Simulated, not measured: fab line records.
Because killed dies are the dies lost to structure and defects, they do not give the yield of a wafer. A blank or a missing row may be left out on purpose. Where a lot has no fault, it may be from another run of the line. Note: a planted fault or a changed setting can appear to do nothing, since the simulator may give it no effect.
Which tool did it? || flow sky130 || 12 lots (36 wafers sampled), 1 step of a 708-step route

WHAT EACH GAUGE READ, for each wafer
SKY_FIELD_ISO_THK_MEAS_25.
{"lot": "L075", "measured": "day 2 15:30", "on": "film_metro-01", "FIELD_ISO_CVD_24_THK (nm)": "592 583 592"}
{"lot": "L076", "measured": "day 3 02:53", "on": "film_metro-01", "FIELD_ISO_CVD_24_THK (nm)": "599 577 591"}
{"lot": "L079", "measured": "day 3 10:46", "on": "film_metro-01", "FIELD_ISO_CVD_24_THK (nm)": "593 608 606"}
{"lot": "L081", "measured": "day 4 00:10", "on": "film_metro-01", "FIELD_ISO_CVD_24_THK (nm)": "607 589 592"}
{"lot": "L083", "measured": "day 4 09:04", "on": "film_metro-01", "FIELD_ISO_CVD_24_THK (nm)": "584 594 587"}
{"lot": "L085", "measured": "day 4 19:01", "on": "film_metro-01", "FIELD_ISO_CVD_24_THK (nm)": "579 580 594"}
{"lot": "L087", "measured": "day 5 08:55", "on": "film_metro-01", "FIELD_ISO_CVD_24_THK (nm)": "590 600 584"}
{"lot": "L089", "measured": "day 5 18:38", "on": "film_metro-03", "FIELD_ISO_CVD_24_THK (nm)": "613 614 598"}
{"lot": "L091", "measured": "day 6 02:04", "on": "film_metro-03", "FIELD_ISO_CVD_24_THK (nm)": "579 590 600"}
{"lot": "L093", "measured": "day 6 13:41", "on": "film_metro-02", "FIELD_ISO_CVD_24_THK (nm)": "582 582 597"}
{"lot": "L095", "measured": "day 6 21:50", "on": "film_metro-02", "FIELD_ISO_CVD_24_THK (nm)": "582 595 585"}
{"lot": "L097", "measured": "day 7 09:37", "on": "film_metro-02", "FIELD_ISO_CVD_24_THK (nm)": "608 590 590"}

EACH LOT AND THE TOOL THAT RAN IT (in order: tool; ch and the chambers of the sampled wafers; start)
The record shows no process step preceding these readings.

THE ANSWER, worked out from the rows above alone
Rule: usual is defined by the lots themselves. The widest of any qualifying gaps counts: lots, ordered by their means at a reading, are off when they make up no more than a third of the lots, leave a main group of 4 or more, and stand apart from it by 3 or more times the standard deviation of that group's means. Not used: any main group whose means are identical at the precision the tables above print for the reading. A lot without any number at a reading at which 4 lots or more have one is off too. All remaining lots with rows at the step are treated as sound.
None of the lots is off at any reading shown; this tells nothing.

WHAT WAS PUT IN BY THE SIMULATOR
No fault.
